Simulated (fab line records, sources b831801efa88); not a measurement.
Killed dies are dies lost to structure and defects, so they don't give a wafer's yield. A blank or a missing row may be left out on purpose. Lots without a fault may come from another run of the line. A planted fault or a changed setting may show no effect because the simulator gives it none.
Which tool did it? | flow sky130 | 11 lots, 32 wafers sampled, at 4 steps of a route of 708

WHAT THE GAUGES READ, wafer by wafer
SKY_CAPM_THK_MEAS_04: measures by xrf.
lot  | measured     | on            | CAPM_TIN_THK (nm)
L736 | day 36 05:00 | film_metro-03 | 195.9 195.3 194.9
L737 | day 36 18:10 | film_metro-03 | 200.0 200.3 199.7
L738 | day 37 05:34 | film_metro-02 | 199.7 197.9 197.5
L739 | day 37 13:26 | film_metro-03 | 200.3 198.7 198.1
L741 | day 37 18:49 | film_metro-04 | 202.9 203.5 202.1
L743 | day 38 11:22 | film_metro-03 | 198.2 200.6
L750 | day 40 12:43 | film_metro-02 | 198.7 199.1 200.4
L754 | day 41 15:22 | film_metro-04 | 200.1 196.5 199.5
L757 | day 42 08:23 | film_metro-03 | 198.6 198.5 196.8
L758 | day 42 10:56 | film_metro-03 | 198.1 199.3 198.8
L759 | day 42 21:11 | film_metro-02 | 197.9 198.6 197.8

SKY_CAPM_OVL_MEAS_12.
lot  | measured     | on         | CAPM_OVL (nm)
L736 | day 37 06:16 | overlay-01 | -0.5 0.1 -0.3
L737 | day 37 18:59 | overlay-01 | 0.6 0.6 1.5
L738 | day 38 07:08 | overlay-02 | 1.4 1.5 2.2
L739 | day 38 14:29 | overlay-01 | -0.5 0.5 -1.5
L741 | day 38 19:17 | overlay-01 | -0.2 -0.4 -0.2
L743 | day 39 12:29 | overlay-02 | 0.1 1.0
L750 | day 41 12:26 | overlay-02 | -0.3 -0.4 0.1
L754 | day 42 14:44 | overlay-02 | 2.5 1.1 0.5
L757 | day 43 06:53 | overlay-01 | 1.0 0.0 1.8
L758 | day 43 09:43 | overlay-02 | 1.1 -0.2 1.3
L759 | day 43 20:38 | overlay-01 | -0.4 0.1 -0.9

SKY_METAL3_OVL_MEAS_14.
lot  | measured     | on         | METAL3_OVL (nm)
L736 | day 38 09:17 | overlay-02 | 3 3 -3
L737 | day 38 20:16 | overlay-01 | 7 11 14
L738 | day 39 09:06 | overlay-02 | 0 8 8
L739 | day 39 15:46 | overlay-02 | 17 13 11
L741 | day 39 20:40 | overlay-01 | 12 9 17
L743 | day 40 13:43 | overlay-02 | 7 8
L750 | day 42 12:45 | overlay-02 | 7 3 7
L754 | day 43 14:46 | overlay-02 | -1 -1 -6
L757 | day 44 06:18 | overlay-02 | -2 -2 -2
L758 | day 44 09:09 | overlay-02 | -6 -14 -3
L759 | day 44 20:26 | overlay-02 | 3 8 4

WHICH TOOL RAN EACH LOT (tool, then ch and the chambers of the sampled wafers, then the start)
lot  | SKY_METAL3_COAT_08
L736 | litho_track-04 ch 0, day 37 19:00
L737 | litho_track-01 ch 0, day 38 08:00
L738 | litho_track-01 ch 0, day 38 19:00
L739 | litho_track-04 ch 0, day 39 02:00
L741 | litho_track-04 ch 0, day 39 09:00
L743 | litho_track-04 ch 0, day 40 01:00
L750 | litho_track-03 ch 0, day 42 00:00
L754 | litho_track-01 ch 0, day 43 02:00
L757 | litho_track-01 ch 0, day 43 18:00
L758 | litho_track-04 ch 0, day 43 21:00
L759 | litho_track-01 ch 0, day 44 09:00
- SKY_METAL3_COAT_08: resist thk 1140 nm.

WHAT THE TOOLS THEMSELVES READ (means of the sampled wafers that have a number; where no wafer has one, the mark that the record gives instead)
The record holds no such reading with a usual standard deviation.

THE ANSWER, worked out from the rows above alone
Rule: what is usual is taken from the lots themselves. Put in order of their means at a reading, lots are off if they are a third of the lots or fewer, leave a main group of 4 or more, and stand apart from it by a gap of 3 or more times the standard deviation of the main group's means; of several such gaps the widest counts. A main group whose means are all the same, to the digits that the tables above print for the reading, isn't used. A lot without any number at a reading at which 4 lots or more have one is off too. The other lots that the step has rows for count as sound. The gauges are gone through in route order, then the tools' own readings, and for those a lot's mean is taken as printed above. The first step at which some lot is off is used, and at that step the reading that is off furthest; a lot without a number counts as furthest.
No lot is off at any reading shown: from this, nothing can be told.

WHAT THE SIMULATOR HAD PUT IN
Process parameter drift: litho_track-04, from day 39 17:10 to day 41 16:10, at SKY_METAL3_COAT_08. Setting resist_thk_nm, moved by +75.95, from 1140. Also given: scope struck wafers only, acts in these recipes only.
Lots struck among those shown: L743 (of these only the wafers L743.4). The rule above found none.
